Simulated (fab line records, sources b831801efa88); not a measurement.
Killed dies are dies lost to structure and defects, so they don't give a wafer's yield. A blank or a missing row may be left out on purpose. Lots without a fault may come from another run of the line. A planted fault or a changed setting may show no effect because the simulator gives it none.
Chamber matching | flow sky130 | SKY_FIELD_ISO_CMP_27 on cmp-02: 4 sister chambers
The step polishes, stops on Si3N4, t overpolish 16 s, target thk 457.8 nm. 4 wafers are shown with their chamber, then 7 later ones without.

WAFERS WITH THEIR CHAMBER
wafer  | chamber | motor_current_A (A)
L701.4 | 0       | 10.8
L701.5 | 3       | 11.4
L705.2 | 2       | 10.4
L705.3 | 1       | 11.4

WAFERS WITHOUT THEIR CHAMBER
wafer  | motor_current_A (A)
L705.5 | 10.3
L707.1 | 10.7
L707.5 | 11.5
L707.6 | 10.8
L710.1 | 11.2
L710.2 | 10.5
L710.5 | 9.8

WHICH CHAMBER EACH WENT THROUGH
wafer  | from the rows above          | in truth
L705.5 | can't be placed: 2 or 0      | 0
L707.1 | can't be placed: 0 or 2      | 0
L707.5 | can't be placed: 1 or 3      | 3
L707.6 | can't be placed: 0 or 2      | 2
L710.1 | can't be placed: 1 or 3 or 0 | 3
L710.2 | can't be placed: 2 or 0      | 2
L710.5 | can't be placed: 2 or 0      | 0
Placed correctly: 0 of 7. Can't be placed from these rows: 7 (the true chamber is among the candidates in 7). Placed wrongly: 0.
How it was worked out, from the rows above alone: a wafer's distance from a chamber is the root of the sum, over the readings, of the square of ((its reading less the chamber's mean) divided by the reading's scatter). The wafer belongs to the nearest chamber; if the next one is less than 2 further off, it can't be placed. A chamber's mean is the mean of its shown wafers. The scatter: with one shown wafer a chamber, the root of the mean of the squares of how far each hidden wafer lies from its nearest shown one.
